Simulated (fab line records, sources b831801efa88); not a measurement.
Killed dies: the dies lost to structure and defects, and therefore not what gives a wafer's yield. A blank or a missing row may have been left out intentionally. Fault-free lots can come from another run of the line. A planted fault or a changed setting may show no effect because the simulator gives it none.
One fault through the eyes of 2 desks | flow gf180mcu | numbers are kept per desk, each desk with only its own; the story behind them comes last

== FOR THE TOOL OWNER'S DESK: pecvd-02 ==
The tool's own readings at GF_V1_CVD_02 (deposits SiO2 from TEOS, target thk 850 nm, time 94.851 s): means of the sampled wafers that have a number, for each lot that ran on this tool. Any lot whose mean is over 4 standard deviations away from the usual mean is out of limits and marked OUT; that distance is given in the brackets.
Columns: A = heater-power-w at GF_V1_CVD_02, usual 674 W
lot  | first seen here | A
L639 | day 18 20:06    | 609
L652 | day 23 05:03    | 655
L654 | day 23 23:47    | 653
Result from this desk: across the 3 lots, nothing is out of limits.

== THE METROLOGY DESK ==
What the gauges read, lot by lot, whatever tool the lot ran on: means of the sampled wafers that have a number. Any lot whose mean is over 4 standard deviations away from the usual mean is out of limits and marked OUT; that distance is given in the brackets.
Columns: A = cd-nm at GF_M1_CD_MEAS_14, usual 230.0 nm; B = M1_OVL at GF_M1_OVL_MEAS_15, usual -2 nm; C = V1_CVD_00_THK at GF_V1_THK_MEAS_01, usual 601 nm; D = V1_CVD_02_THK at GF_V1_THK_MEAS_03, usual 849 nm
lot  | first seen here | A     | B  | C   | D
L639 | day 18 19:10    | 228.9 | -0 | 598 | 842
L647 | day 21 16:46    | 231.1 | -7 | 599 | 846
L652 | day 23 04:06    | 231.5 | -5 | 598 | 831
L654 | day 23 22:49    | 229.4 | -3 | 602 | 826
L655 | day 24 04:56    | 232.7 | 4  | 598 | 849
L658 | day 25 09:04    | 231.2 | -7 | 596 | 851
Result from this desk: across the 6 lots, nothing is out of limits.

== ALL TOGETHER ==
The desk of the tool owner found nothing out of limits.
The metrology desk saw nothing out of limits.

== WHAT WAS PUT IN BY THE SIMULATOR ==
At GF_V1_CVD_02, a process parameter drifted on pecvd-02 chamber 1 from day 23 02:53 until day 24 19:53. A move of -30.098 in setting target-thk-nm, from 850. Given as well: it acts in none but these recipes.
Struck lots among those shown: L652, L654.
